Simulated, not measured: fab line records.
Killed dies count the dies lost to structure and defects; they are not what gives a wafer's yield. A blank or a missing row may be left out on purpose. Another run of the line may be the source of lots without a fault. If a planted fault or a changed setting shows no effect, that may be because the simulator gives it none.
fab line records ; flow sky130
record: lots: 14; wafers: 42; last-day: 51
route steps=708 shown RES_XHIGH@334
lots untouched by any fault: they come from a run of this same line in which no faults occurred
start-h: hours from the record's opening day to when the first of the lot's shown wafers began ; wait-h: hours from the lot's prior step to this one ; " unchanged from the row above ; L1.1+2: a row that stands for several wafers ; - no value, or no start given ; * or withheld: withheld ; < > ~ a bound
route shown NAME@n: names a module that has steps shown in the file, with the first one's number in the route ; usual: mean/standard deviation taken from wafers without a fault ; same: alike in all rows ; chamber/n: place in a boat ; sites: per-site readings ; _std_site: standard deviation across them ; _edge_site: mean of outer sites minus mean of inner sites ; radius-mm: how far each site lies from the wafer's centre ; mask NAME#n: copy n ; behind: the last tool/chamber to shape the wafer ; hold: why the lot went on hold/how many hours it stayed there/how the hold came to an end ; device: names the non-switching transistor (n, p or np) ; end of line: the tests these same wafers got at the end of their route ; a step given without rows: its recipe and nothing more ; killed: at the first sort, the dies lost to defects and structure; wafer yield is something else ; map: per-die view of a wafer (x killed, . not killed, _ where there is no die)
set.NAME: the setting as run; set.NAME@STEP: as run at that earlier step ; model.NAME: the simulator's own value behind a step, which no gauge read
the route's steps for a sample of lots (tables are steps, rows are wafers)
services: from which hour (start-h, from the record's first day; less than 0 if before it) a tool's chamber was out of use, for how many hours, and why
== steps ==
step: SKY_RES_XHIGH_COAT_02
recipe: resist: NOVOLAK; spin-rpm: 3000; resist-thk-nm: 1140
usual: exhaust-pa: 45.1/0.84; spin-speed-rpm: 3000.5/2.2
lot.wafer;tool;chamber;start-h;wait-h;exhaust-pa;spin-speed-rpm
L973.2;litho-track-01;0;617.18;0.1;44.2;2998.5
L973.3;litho-track-01;0;617.18;0.1;46.2;3003.2
L973.6;litho-track-01;0;617.18;0.1;44.7;2999.0
L974.1;litho-track-03;0;623.92;0.1;45.2;2998.9
L974.2;litho-track-03;0;623.92;0.1;45.8;3000.9
L974.6;litho-track-03;0;623.92;0.1;44.6;3003.2
L975.2;litho-track-01;0;635.78;0.1;43.3;2997.4
L975.4;litho-track-01;0;635.78;0.1;44.2;2996.5
L975.5;litho-track-01;0;635.78;0.1;43.7;3001.5
L977.4;litho-track-01;0;648.68;0.1;45.1;3003.3
L977.5;litho-track-01;0;648.68;0.1;45.9;3001.9
L977.6;litho-track-01;0;648.68;0.1;46.4;2999.5
L976.2;litho-track-01;0;651.63;0.1;44.3;2999.5
L976.4;litho-track-01;0;651.63;0.1;43.6;2998.7
L976.6;litho-track-01;0;651.63;0.1;45.9;2999.4
L979.1;litho-track-01;0;666.61;0.1;45.7;2996.5
L979.3;litho-track-01;0;666.61;0.1;45.0;2997.2
L979.6;litho-track-01;0;666.61;0.1;45.1;2998.5
L981.1;litho-track-03;0;682.12;0.1;45.4;3001.1
L981.2;litho-track-03;0;682.12;0.1;45.5;3002.2
L981.6;litho-track-03;0;682.12;0.1;44.7;3007.0
L984.1;litho-track-03;0;705.82;0.1;44.2;3002.3
L984.2;litho-track-03;0;705.82;0.1;44.8;3002.1
L984.5;litho-track-03;0;705.82;0.1;44.1;3001.7
L986.2;litho-track-03;0;722.24;0.1;46.2;2795.8
L986.3;litho-track-03;0;722.24;0.1;44.9;2799.0
L986.4;litho-track-03;0;722.24;0.1;46.2;2803.0
L985.1;litho-track-03;0;724.32;0.1;45.2;2802.0
L985.2;litho-track-03;0;724.32;0.1;44.9;2796.5
L985.3;litho-track-03;0;724.32;0.1;45.7;2797.5
L994.1;litho-track-03;0;785.22;0.1;45.9;3000.6
L994.2;litho-track-03;0;785.22;0.1;44.8;3001.8
L994.5;litho-track-03;0;785.22;0.1;44.6;2995.8
L993.1;litho-track-03;0;790.02;0.1;45.2;2998.7
L993.3;litho-track-03;0;790.02;0.1;44.7;3001.8
L993.4;litho-track-03;0;790.02;0.1;44.3;3000.8
L995.1;litho-track-02;0;790.73;0.1;44.6;3003.2
L995.2;litho-track-02;0;790.73;0.1;44.5;2998.0
L995.6;litho-track-02;0;790.73;0.1;45.9;2998.4
L996.2;litho-track-01;0;800.38;0.1;44.7;2998.7
L996.3;litho-track-01;0;800.38;0.1;45.0;3001.5
L996.5;litho-track-01;0;800.38;0.1;44.4;2999.2
step: SKY_RES_XHIGH_STRIP_08
recipe: chemistry: O2/N2; power-w: 1400; pressure-mtorr: 1500; platen-temp-c: withheld; o2-flow-sccm: 3000; n2-flow-sccm: 300; overash-fraction: 0.5
usual: drypump-motor-current-A: 5.7/0.41; oes-product-au: 0.711/0.0045; strip-time-to-endpoint-s: 14.27/0.034
lot.wafer;tool;chamber;start-h;wait-h;drypump-motor-current-A;oes-product-au;rf-hours-counter-h;strip-time-to-endpoint-s
L973.2;plasma-asher-03;0;631.92;0.1;5.5;0.713;84;14.29
L973.3;plasma-asher-03;1;631.92;0.1;6.0;0.713;-;14.20
L973.6;plasma-asher-03;0;631.92;0.1;5.5;0.709;-;14.26
L974.1;plasma-asher-02;0;639.47;0.1;6.0;0.706;50;14.30
L974.2;plasma-asher-02;1;639.47;0.1;4.9;0.704;50;14.31
L974.6;plasma-asher-02;0;639.47;0.1;6.0;0.711;-;14.26
L975.2;plasma-asher-02;1;649.96;0.1;4.9;0.711;51;14.29
L975.4;plasma-asher-02;1;649.96;0.1;4.9;0.708;-;14.30
L975.5;plasma-asher-02;0;649.96;0.1;6.0;0.711;-;14.33
L977.4;plasma-asher-01;1;663.24;0.1;6.1;0.712;-;14.33
L977.5;plasma-asher-01;1;663.24;0.1;6.1;0.706;-;14.33
L977.6;plasma-asher-01;0;663.24;0.1;5.5;0.704;-;14.28
L976.2;plasma-asher-01;0;667.13;0.1;5.5;0.717;23;14.26
L976.4;plasma-asher-01;1;667.13;0.1;6.0;0.701;-;14.28
L976.6;plasma-asher-01;1;667.13;0.1;6.1;0.712;-;14.23
L979.1;plasma-asher-01;1;680.88;0.1;6.2;0.717;25;14.28
L979.3;plasma-asher-01;0;680.88;0.1;5.5;0.708;-;14.25
L979.6;plasma-asher-01;0;680.88;0.1;5.5;0.705;-;14.31
L981.1;plasma-asher-03;1;697.22;0.1;5.9;0.713;91;14.20
L981.2;plasma-asher-03;0;697.22;0.1;5.5;0.714;91;14.21
L981.6;plasma-asher-03;1;697.22;0.1;5.9;0.712;-;14.21
L984.1;plasma-asher-02;0;719.42;0.1;6.0;0.714;58;14.31
L984.2;plasma-asher-02;1;719.42;0.1;4.9;0.706;58;14.25
L984.5;plasma-asher-02;0;719.42;0.1;6.0;0.708;-;14.30
L986.2;plasma-asher-01;1;736.91;0.1;6.1;0.708;30;14.69
L986.3;plasma-asher-01;0;736.91;0.1;5.5;0.712;-;14.72
L986.4;plasma-asher-01;1;736.91;0.1;6.1;0.712;-;14.63
L985.1;plasma-asher-02;1;739.06;0.1;5.0;0.717;60;14.66
L985.2;plasma-asher-02;0;739.06;0.1;6.0;0.712;60;14.66
L985.3;plasma-asher-02;1;739.06;0.1;4.9;0.703;-;14.68
L994.1;plasma-asher-03;0;799.26;0.1;5.5;0.707;101;14.31
L994.2;plasma-asher-03;1;799.26;0.1;5.9;0.705;101;14.30
L994.5;plasma-asher-03;1;799.26;0.1;5.9;0.719;-;14.29
L993.1;plasma-asher-01;0;803.82;0.1;5.5;0.712;36;14.21
L993.3;plasma-asher-01;0;803.82;0.1;5.5;0.708;-;14.27
L993.4;plasma-asher-01;1;803.82;0.1;6.1;0.711;-;14.19
L995.1;plasma-asher-01;0;804.78;0.1;5.5;0.710;37;14.25
L995.2;plasma-asher-01;1;804.78;0.1;6.1;0.709;37;14.30
L995.6;plasma-asher-01;1;804.78;0.1;6.1;0.707;-;14.28
L996.2;plasma-asher-02;0;814.51;0.1;6.0;0.713;68;14.32
L996.3;plasma-asher-02;1;814.51;0.1;4.9;0.714;-;14.25
L996.5;plasma-asher-02;0;814.51;0.1;6.0;0.697;-;14.30
== services ==
tool;chamber;start-h;hours;kind
plasma-asher-02;-;619.89;4.2;repair
plasma-asher-02;-;687.23;1.1;repair
plasma-asher-01;-;737.01;1.2;repair
== key ==
first-sign: step: SKY_RES_XHIGH_COAT_02; reading: spin-speed-rpm; direction: down; sigmas: 91; usual: 3000.5; struck: 2799.0
effect: step: SKY_RES_XHIGH_STRIP_08; reading: strip-time-to-endpoint-s; direction: up; sigmas: 12; usual: *; struck: *
met-at SKY_RES_XHIGH_COAT_02
struck-lots L985,L986
tester-left-out L985,L986
onset-between 705.82 722.24
fault: kind: process-parameter-drift; tool: litho-track-03; chamber: -; onset-h: 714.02; steps: SKY_RES_XHIGH_COAT_02; channel: spin-rpm; offset: -200.77; shape: step; end-h: 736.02; acts-in: these-recipes-only; stated: 3000
tester-left-out: of these lots the tester's yield and bins aren't shown, on N5 and GAA mostly nor the transistor test; their killed dies are dies lost to structure and defects alone, not to doping, threshold or leakage, so they don't give the yield
